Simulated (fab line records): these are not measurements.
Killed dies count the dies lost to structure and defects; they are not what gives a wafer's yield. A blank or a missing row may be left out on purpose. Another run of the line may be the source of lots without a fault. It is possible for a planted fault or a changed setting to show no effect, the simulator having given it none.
fab line records	flow sky130
record lots=12	wafers=36	last_day=50
route steps=708 shown VT_ADJUST_HVTR@140 LI_CONTACT@385 CONTACT@422 METAL1@436
lots that met no fault: taken from a fault-free run of the same line
start_h: the number of hours between the record's first day and the start of the first shown wafer of the lot	wait_h: hours since the lot's step before	" same as the row above	L1.1+2: a single row standing in for several wafers	- no value present, or no start provided	* or withheld: withheld	< > ~ a bound
route shown NAME@n: a module of which the file shows steps, and the number in the route of the first	usual: mean and standard deviation over wafers with no fault	same: alike in all rows	chamber/n: place in a boat	sites: readings site by site	_std_site: the values' standard deviation	_edge_site: the outer-site mean with the inner-site mean subtracted	radius_mm: for every site, how far away it sits from the centre of the wafer	mask NAME#n: copy n	behind: the most recent tool/chamber to have shaped the wafer	hold: cause of the lot's hold/its duration in hours/its outcome	device: the n, p or np transistor that did not switch	end of line: at the end of the route, the tests of the same wafers	for a step that has no rows: nothing shown but its recipe	killed: dies lost to structure and defects at the first sort, not the wafer's yield	map: the dies of a wafer, with x for killed, . for not killed, _ for no die there
set.NAME: the setting that was run; set.NAME@STEP: the one run at that earlier step	model.NAME: the simulator's own value behind a step, which no gauge read
a sample of lots followed through the steps of the route, with each step as a table and each wafer as a row
services: from which hour (start_h, from the record's first day; less than 0 if before it) a tool's chamber was out of use, for how many hours, and why
## steps
# step SKY_VT_ADJUST_HVTR_IMPLANT_09
# recipe species=B	energy_kev=10	dose_cm2=2.1e+12	tilt_deg=withheld
# usual beam_on_s=9.98/0.2	faraday_current_uA=11.86/0.24
lot.wafer	tool	chamber	start_h	wait_h	beam_on_s	faraday_current_uA
L639.1	implanter-03	0	213.48	0.0	9.85	12.05
L639.3	"	0	"	"	10.06	11.86
L639.4	"	0	"	"	9.78	12.15
L641.2	implanter-01	0	235.26	0.0	9.92	11.91
L641.3	"	0	"	"	9.96	11.93
L641.5	"	0	"	"	9.88	11.92
L643.2	implanter-02	0	250.41	0.0	9.93	11.89
L643.3	"	0	"	"	9.91	12.04
L643.5	"	0	"	"	9.86	12.01
L644.1	implanter-01	0	253.98	0.0	9.87	12.00
L644.4	"	0	"	"	10.08	11.78
L644.6	"	0	"	"	10.16	11.74
L646.2	implanter-01	0	260.31	0.0	9.84	12.00
L646.4	"	0	"	"	10.11	11.73
L646.5	"	0	"	"	10.16	11.59
L645.2	implanter-03	0	262.63	0.0	10.00	11.87
L645.3	"	0	"	"	9.68	12.23
L645.6	"	0	"	"	9.95	11.90
L647.4	implanter-01	0	267.38	0.1	10.15	11.68
L647.5	"	0	"	"	9.95	11.87
L647.6	"	0	"	"	10.36	11.43
L656.1	implanter-01	0	339.34	0.0	8.49	13.97
L656.2	"	0	"	"	8.49	13.91
L656.4	"	0	"	"	8.52	13.88
L657.3	implanter-01	0	343.84	0.1	8.30	14.27
L657.4	"	0	"	"	8.22	14.35
L657.6	"	0	"	"	8.14	14.54
L658.1	implanter-03	0	351.25	0.0	10.60	11.07
L658.4	"	0	"	"	9.75	12.17
L658.5	"	0	"	"	10.16	11.67
L660.2	implanter-03	0	368.38	0.0	10.26	11.51
L660.3	"	0	"	"	10.03	11.81
L660.6	"	0	"	"	10.02	11.81
L661.1	implanter-02	0	372.60	0.0	9.95	11.89
L661.4	"	0	"	"	9.88	11.97
L661.6	"	0	"	"	9.88	11.96
# step SKY_VT_ADJUST_HVTR_TW_MEAS_11
# usual VT_ADJUST_HVTR_TW=209.4/2.6
lot.wafer	tool	chamber	start_h	wait_h	VT_ADJUST_HVTR_TW
L639.1	film_metro-01	-	213.73	0.1	209.1
L639.3	"	-	"	"	208.6
L639.4	"	-	"	"	209.1
L641.2	film_metro-01	-	235.49	0.1	205.9
L641.3	"	-	"	"	207.2
L641.5	"	-	"	"	207.3
L643.2	film_metro-02	-	250.64	0.1	213.9
L643.3	"	-	"	"	213.5
L643.5	"	-	"	"	213.1
L644.1	film_metro-01	-	254.23	0.1	207.9
L644.4	"	-	"	"	207.4
L644.6	"	-	"	"	206.5
L646.2	film_metro-01	-	260.55	0.1	206.2
L646.4	"	-	"	"	207.1
L646.5	"	-	"	"	207.5
L645.2	film_metro-01	-	262.87	0.1	207.3
L645.3	"	-	"	"	206.6
L645.6	"	-	"	"	206.3
L647.4	film_metro-04	-	267.59	0.1	209.1
L647.5	"	-	"	"	209.6
L647.6	"	-	"	"	209.8
L656.1	film_metro-01	-	339.74	0.1	197.3
L656.2	"	-	"	"	196.7
L656.4	"	-	"	"	197.1
L657.3	film_metro-01	-	344.16	0.1	196.6
L657.4	"	-	"	"	197.4
L657.6	"	-	"	"	197.9
L658.1	film_metro-02	-	351.50	0.1	212.6
L658.4	"	-	"	"	214.5
L658.5	"	-	"	"	212.7
L660.2	film_metro-01	-	368.62	0.1	209.2
L660.3	"	-	"	"	208.1
L660.6	"	-	"	"	209.1
L661.1	film_metro-04	-	372.85	0.1	208.4
L661.4	"	-	"	"	208.0
L661.6	"	-	"	"	209.1
# step SKY_LI_CONTACT_THK_MEAS_23
# recipe thk_meas_gauge=xrf	reads=W_of_LI_CONTACT_CVD_21
# usual LI_CONTACT_W_THK=395/7.4
lot.wafer	tool	chamber	start_h	wait_h	LI_CONTACT_W_THK[nm]
L639.1	film_metro-02	-	692.49	0.1	399
L639.3	"	-	"	"	400
L639.4	"	-	"	"	389
L641.2	film_metro-02	-	720.15	0.1	385
L641.3	"	-	"	"	395
L641.5	"	-	"	"	380
L644.1	film_metro-03	-	728.81	0.1	397
L644.4	"	-	"	"	393
L644.6	"	-	"	"	399
L643.2	film_metro-03	-	729.97	0.1	400
L643.3	"	-	"	"	402
L643.5	"	-	"	"	396
L645.2	film_metro-01	-	739.05	0.1	383
L645.3	"	-	"	"	387
L645.6	"	-	"	"	378
L646.2	film_metro-03	-	740.85	0.1	403
L646.4	"	-	"	"	397
L646.5	"	-	"	"	390
L647.4	film_metro-03	-	752.07	0.1	405
L647.5	"	-	"	"	401
L647.6	"	-	"	"	404
L656.2	film_metro-01	-	820.09	0.1	389
L656.4	"	-	"	"	391
L657.3	film_metro-03	-	827.01	0.1	410
L657.4	"	-	"	"	411
L657.6	"	-	"	"	413
L658.1	film_metro-02	-	827.06	0.1	396
L658.4	"	-	"	"	401
L658.5	"	-	"	"	394
L660.2	film_metro-01	-	846.97	0.1	382
L660.3	"	-	"	"	383
L660.6	"	-	"	"	382
L661.1	film_metro-03	-	848.69	0.1	399
L661.4	"	-	"	"	399
L661.6	"	-	"	"	400
# step SKY_CONTACT_ETCH_16
# recipe chemistry=N2/H2	target=BARC	ion_energy_ev=200	source_w=500	bias_w=100	pressure_mtorr=30	n2_flow_sccm=100	h2_flow_sccm=200	stop_on=SiO2	time_s=45.9	target_depth_a=600
# usual drypump_motor_current_A=5.8/0.52	oes_product_au=0.855/0.0047	throttle_valve_pct=13.225/0.0093
lot.wafer	tool	chamber	start_h	wait_h	drypump_motor_current_A	oes_product_au	rf_hours_counter_h	throttle_valve_pct
L639.1	rie_diel-02	1	750.14	0.0	6.1	0.854	39	13.217
L639.3	"	0	"	"	5.7	0.856	6	13.222
L639.4	"	3	"	"	6.4	0.855	4	13.233
L641.2	rie_diel-01	0	776.85	0.0	5.9	0.852	17	13.232
L641.3	"	1	"	"	5.0	0.862	16	13.241
L641.5	"	3	"	"	5.3	0.853	-	13.220
L644.1	rie_diel-03	3	783.90	0.0	6.2	0.853	7	13.221
L644.4	"	1	"	"	4.9	0.853	10	13.222
L644.6	"	0	"	"	5.7	0.859	-	13.234
L643.2	rie_diel-01	2	785.66	0.0	6.5	0.859	15	13.214
L643.3	"	0	"	"	5.8	0.849	17	13.210
L643.5	"	2	"	"	6.5	0.860	-	13.226
L645.2	rie_diel-02	2	793.40	0.0	6.2	0.854	15	13.223
L645.3	"	3	"	"	6.4	0.855	6	13.225
L645.6	"	3	"	"	6.4	0.849	-	13.226
L646.2	rie_diel-01	2	794.85	0.0	6.5	0.858	16	13.227
L646.4	"	1	"	"	5.0	0.855	17	13.215
L646.5	"	2	"	"	6.5	0.859	-	13.231
L647.4	rie_diel-02	3	807.80	0.0	6.5	0.865	6	13.220
L647.5	"	2	"	"	6.2	0.851	-	13.225
L647.6	"	3	"	"	6.4	0.852	-	13.223
L656.2	rie_diel-03	1	873.10	0.0	4.9	0.854	13	13.236
L656.4	"	1	"	"	4.9	0.852	-	13.214
L657.3	rie_diel-03	1	881.40	0.0	4.9	0.854	13	13.212
L657.4	"	1	"	"	4.9	0.856	-	13.242
L657.6	"	2	"	"	5.3	0.857	-	13.214
L658.1	rie_diel-02	0	882.20	0.0	5.7	0.848	11	13.225
L658.4	"	1	"	"	6.1	0.853	2	13.222
L658.5	"	3	"	"	6.4	0.854	-	13.222
L660.2	rie_diel-02	0	900.24	0.0	5.7	0.851	11	13.204
L660.3	"	2	"	"	6.2	0.846	18	13.231
L660.6	"	1	"	"	6.2	0.859	-	13.222
L661.1	rie_diel-03	0	902.26	0.0	5.7	0.857	1	13.237
L661.4	"	1	"	"	5.0	0.868	14	13.223
L661.6	"	1	"	"	4.9	0.857	-	13.207
# step SKY_METAL1_SPUTTER_02
# recipe material=AlCu	target_thk_nm=250	power_w=10600	time_s=13.3	chamber_pressure_pa=0.4
# usual throttle_valve_pct=29.8/1.3
lot.wafer	tool	chamber	start_h	wait_h	throttle_valve_pct
L639.1	pvd_sputter-03	-	751.71	0.0	30.2
L639.3	"	-	"	"	27.2
L639.4	"	-	"	"	29.6
L641.2	pvd_sputter-04	-	778.32	0.0	31.2
L641.3	"	-	"	"	27.7
L641.5	"	-	"	"	31.0
L644.1	pvd_sputter-01	-	785.36	0.0	30.5
L644.4	"	-	"	"	30.1
L644.6	"	-	"	"	31.3
L643.2	pvd_sputter-04	-	787.09	0.0	28.3
L643.3	"	-	"	"	31.0
L643.5	"	-	"	"	28.1
L645.2	pvd_sputter-03	-	794.86	0.0	30.3
L645.3	"	-	"	"	28.7
L645.6	"	-	"	"	29.5
L646.2	pvd_sputter-01	-	796.29	0.0	30.2
L646.4	"	-	"	"	30.2
L646.5	"	-	"	"	30.6
L647.4	pvd_sputter-04	-	809.23	0.0	28.2
L647.5	"	-	"	"	31.1
L647.6	"	-	"	"	31.2
L656.2	pvd_sputter-04	-	874.53	0.0	28.1
L656.4	"	-	"	"	30.2
L657.3	pvd_sputter-03	-	882.83	0.0	29.7
L657.4	"	-	"	"	27.3
L657.6	"	-	"	"	30.0
L658.1	pvd_sputter-04	-	883.63	0.0	31.1
L658.4	"	-	"	"	30.1
L658.5	"	-	"	"	30.8
L660.2	pvd_sputter-01	-	901.67	0.0	31.2
L660.3	"	-	"	"	30.1
L660.6	"	-	"	"	31.1
L661.1	pvd_sputter-03	-	903.69	0.0	29.6
L661.4	"	-	"	"	30.4
L661.6	"	-	"	"	27.2
## services
tool	chamber	start_h	hours	kind
rie_diel-02	0	189.73	11.7	repair
implanter-01	-	284.41	6.4	pm
rie_diel-02	0	323.43	20.1	repair
pvd_sputter-04	-	334.74	5.7	repair
rie_diel-02	3	356.83	16.8	repair
rie_diel-02	3	412.36	18.3	repair
rie_diel-02	1	426.11	6.2	repair
pvd_sputter-04	-	432.82	57.5	repair
rie_diel-02	1	443.98	5.0	repair
rie_diel-02	1	501.40	10.4	repair
implanter-01	-	531.52	2.8	repair
rie_diel-02	3	541.45	16.1	repair
implanter-01	-	572.61	19.6	pm
implanter-01	-	592.19	1.0	repair
implanter-01	-	607.51	19.4	pm
implanter-01	-	633.29	5.2	pm
rie_diel-02	-	644.72	2.8	pm
rie_diel-02	-	688.72	0.5	repair
rie_diel-02	0	699.48	1.6	repair
rie_diel-02	1	700.38	1.3	repair
implanter-01	-	715.82	2.5	repair
implanter-01	-	773.41	3.6	pm
rie_diel-02	-	809.82	0.6	repair
implanter-01	-	876.07	2.0	repair
## key
first_sign step=SKY_VT_ADJUST_HVTR_IMPLANT_09	reading=faraday_current_uA	direction=up	sigmas=9.7	usual=11.86	struck=14.15
effect step=SKY_VT_ADJUST_HVTR_IMPLANT_09	reading=beam_on_s	direction=down	sigmas=8.2	usual=9.98	struck=8.36
effect step=SKY_VT_ADJUST_HVTR_TW_MEAS_11	reading=VT_ADJUST_HVTR_TW	direction=down	sigmas=4.7	usual=209.4	struck=197.2
met_at SKY_VT_ADJUST_HVTR_IMPLANT_09
struck_lots L656,L657
rows_end L656.1
tester_left_out L656,L657
not_acting_at SKY_LI_CONTACT_THK_MEAS_23,SKY_CONTACT_ETCH_16,SKY_METAL1_SPUTTER_02
onset_between 267.38 339.34
fault kind=process_parameter_drift	tool=implanter-01	chamber=-	onset_h=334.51	steps=SKY_VT_ADJUST_HVTR_IMPLANT_09	channel=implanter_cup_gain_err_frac	offset=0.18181	shape=step	end_h=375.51
# tester_left_out: of these lots the tester's yield and bins aren't shown, on N5 and GAA mostly nor the transistor test; their killed dies are dies lost to structure and defects alone, not to doping, threshold or leakage, so they don't give the yield
# rows_end: these wafers met a further fault down the route, and their rows from its step on are left out
